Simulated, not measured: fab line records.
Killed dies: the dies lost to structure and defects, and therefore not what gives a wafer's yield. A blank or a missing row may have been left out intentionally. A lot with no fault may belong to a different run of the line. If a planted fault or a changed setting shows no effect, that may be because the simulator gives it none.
Which of the tools did it? -- flow gf180mcu -- 14 lots, 42 wafers sampled, at 3 steps of a route of 602

WHAT EACH GAUGE READ, for each wafer
GF_HV_LDD_TW_MEAS_38.
lot,measured,on,HV_LDD_3_TW
L823,day 11 10:42,film_metro-01,1426 1438 1430
L824,day 11 22:22,film_metro-01,1433 1429 1434
L825,day 12 06:47,film_metro-01,1438 1446 1433
L827,day 12 19:40,film_metro-03,1482 1460 1469
L828,day 13 04:38,film_metro-01,1430 1422 1423
L829,day 13 14:07,film_metro-01,1428 1434 1439
L830,day 13 21:50,film_metro-03,1451 1466 1453
L831,day 14 05:43,film_metro-02,1393 1402 1394
L832,day 14 15:04,film_metro-03,1452 1458 1461
L837,day 16 09:20,film_metro-02,1281 1293 1288
L838,day 16 13:55,film_metro-02,1287 1289 1292
L844,day 18 11:09,film_metro-03,1460 1454 1460
L845,day 18 21:35,film_metro-01,1428 1431 1431
L846,day 19 03:32,film_metro-03,1460 1457 1452

GF_HV_LDD_RS_MEAS_53: uses a four-point probe to measure.
lot,measured,on,HV_LDD_RS (ohm/sq)
L823,day 12 06:02,film_metro-01,419.4 419.3 419.7
L824,day 12 18:36,film_metro-01,418.7 418.5 417.7
L825,day 13 02:58,film_metro-03,417.0 417.9 417.8
L827,day 13 15:56,film_metro-01,419.2 419.0 417.9
L828,day 14 00:40,film_metro-02,419.5 419.9 419.2
L829,day 14 10:21,film_metro-02,417.7 417.8 417.3
L830,day 14 19:29,film_metro-03,419.7 418.4 418.7
L831,day 15 03:34,film_metro-03,416.8 418.1 417.3
L832,day 15 12:24,film_metro-03,419.3 418.2 418.2
L837,day 17 08:13,film_metro-01,439.3 439.0 439.3
L838,day 17 12:56,film_metro-01,438.7 439.1 438.8
L844,day 19 12:11,film_metro-03,419.3 419.3 418.9
L845,day 19 22:53,film_metro-03,418.0 417.9 418.4
L846,day 20 04:43,film_metro-03,417.9 418.2 417.7

WHAT TOOL EACH LOT RAN ON (gives the tool, then ch and the chambers of the sampled wafers, and finally the start)
lot,GF_HV_LDD_IMPLANT_34
L823,"implanter-02 ch 0, day 11 10:11"
L824,"implanter-03 ch 0, day 11 21:46"
L825,"implanter-04 ch 0, day 12 06:14"
L827,"implanter-03 ch 0, day 12 19:07"
L828,"implanter-03 ch 0, day 13 04:05"
L829,"implanter-02 ch 0, day 13 13:34"
L830,"implanter-03 ch 0, day 13 21:17"
L831,"implanter-03 ch 0, day 14 05:11"
L832,"implanter-02 ch 0, day 14 14:28"
L837,"implanter-03, day 16 08:47"
L838,"implanter-03, day 16 13:23"
L844,"implanter-02 ch 0, day 18 10:37"
L845,"implanter-02 ch 0, day 18 21:04"
L846,"implanter-02 ch 0, day 19 02:58"
- GF_HV_LDD_IMPLANT_34

WHAT THE TOOLS THEMSELVES READ (means of the sampled wafers that have a number; where no wafer has one, the mark that the record gives instead)
GF_HV_LDD_IMPLANT_34.
lot,tool,beam_energy_keV,beam_on_s (s),dose_ions_cm2,faraday_current_uA,rotation_deg (degrees)
L823,implanter-02,59.990,10.03,7.500e+12,42.0,90.015
L824,implanter-03,60.018,10.17,7.495e+12,41.5,90.009
L825,implanter-04,59.970,9.90,7.486e+12,42.8,89.977
L827,implanter-03,59.990,9.95,7.493e+12,42.5,89.996
L828,implanter-03,59.966,9.89,7.497e+12,42.7,90.003
L829,implanter-02,59.992,9.98,7.499e+12,42.4,90.000
L830,implanter-03,60.019,10.06,7.504e+12,42.0,89.982
L831,implanter-03,59.990,10.09,7.497e+12,42.0,89.976
L832,implanter-02,59.998,10.01,7.497e+12,42.3,90.005
L837,implanter-03,-,-,-,-,-
L838,implanter-03,-,-,-,-,-
L844,implanter-02,59.996,10.18,7.511e+12,41.6,90.028
L845,implanter-02,60.016,10.19,7.502e+12,41.5,89.992
L846,implanter-02,59.989,9.83,7.496e+12,43.1,90.018

THE ANSWER, worked out from the rows above alone
Rule: the lots themselves supply what counts as usual. Put in order of their means at a reading, lots are off if they are a third of the lots or fewer, leave a main group of 4 or more, and stand apart from it by a gap of 3 or more times the standard deviation of the main group's means; of several such gaps the widest counts. A main group is skipped when, at the precision printed for the reading in the tables above, its means are all equal. Also off: a lot with no number at a reading for which 4 or more lots have one. Where the step has rows for the other lots, those lots are counted as sound. The gauges are gone through in route order, then the tools' own readings, and for those a lot's mean is taken as printed above. At the first step where some lot is off, the reading lying furthest off is the one used; lots without a number count as furthest.
Off: at GF_HV_LDD_TW_MEAS_38 (HV_LDD_3_TW), L837, L838. Main group: mean 1440, sd 19.
A tool fits if, at a process step before that reading, it ran every lot that is off, and no sound lot after the first of them. Not tried: the gauges at GF_HV_LDD_TW_MEAS_38; whatever is off there is also off at GF_HV_LDD_RS_MEAS_53, on other tools, and gauge error can't account for it. One candidate fits, namely implanter-03 at GF_HV_LDD_IMPLANT_34. Its last sound lot is L831 (day 14 05:11), its first lot that is off L837 (day 16 08:47): a fault that began between those two fits.
Blank at GF_HV_LDD_IMPLANT_34 on the lots that are off, where sound lots have numbers: beam_energy_keV, beam_on_s, dose_ions_cm2, faraday_current_uA, rotation_deg.

WHAT THE SIMULATOR HAD INSERTED
Entire step skipped (implanter-03, GF_HV_LDD_IMPLANT_34), from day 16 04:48 onward. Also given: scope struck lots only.
Shown lots that were struck: L837, L838. This agrees with what the rule above found.
